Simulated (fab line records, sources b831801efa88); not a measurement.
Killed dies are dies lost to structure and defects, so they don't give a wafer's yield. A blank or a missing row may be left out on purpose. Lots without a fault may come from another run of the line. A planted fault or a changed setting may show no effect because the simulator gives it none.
Chamber matching | flow sky130 | SKY_VIA1_CMP_24 on cmp-01: 4 sister chambers
The step polishes, stops on SiO2, t overpolish 15 s, target thk 0 nm. 6 wafers are shown with their chamber, then 7 later ones without.

WAFERS WITH THEIR CHAMBER
wafer  | chamber | motor_current_A (A) | overpolish_run_s (s)
L205.3 | 0       | 12.6                | 14.984
L206.1 | 3       | 10.5                | 14.984
L214.2 | 2       | 12.1                | 14.995
L214.5 | 1       | 10.2                | 15.004
L219.1 | 1       | 10.2                | 14.993
L219.2 | 2       | 12.7                | 15.006

WAFERS WITHOUT THEIR CHAMBER
wafer  | motor_current_A (A) | overpolish_run_s (s)
L219.6 | 10.3                | 15.001
L220.4 | 10.3                | 14.997
L220.5 | 10.8                | 14.996
L220.6 | 12.0                | 15.012
L224.1 | 12.7                | 14.995
L224.4 | 11.9                | 15.013
L224.5 | 11.7                | 14.979

WHICH CHAMBER EACH WENT THROUGH
wafer  | from the rows above          | in truth
L219.6 | can't be placed: 1 or 3      | 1
L220.4 | can't be placed: 1 or 3      | 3
L220.5 | can't be placed: 3 or 1      | 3
L220.6 | 2                            | 2
L224.1 | can't be placed: 2 or 0      | 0
L224.4 | 2                            | 2
L224.5 | can't be placed: 0 or 2 or 3 | 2
Placed correctly: 2 of 7. Can't be placed from these rows: 5 (the true chamber is among the candidates in 5). Placed wrongly: 0.
How it was worked out, from the rows above alone: a wafer's distance from a chamber is the root of the sum, over the readings, of the square of ((its reading less the chamber's mean) divided by the reading's scatter). The wafer belongs to the nearest chamber; if the next one is less than 2 further off, it can't be placed. A chamber's mean is the mean of its shown wafers. The scatter: the root of (the sum of the squares of (reading less its chamber's mean) over the shown wafers, divided by (wafers less chambers)).
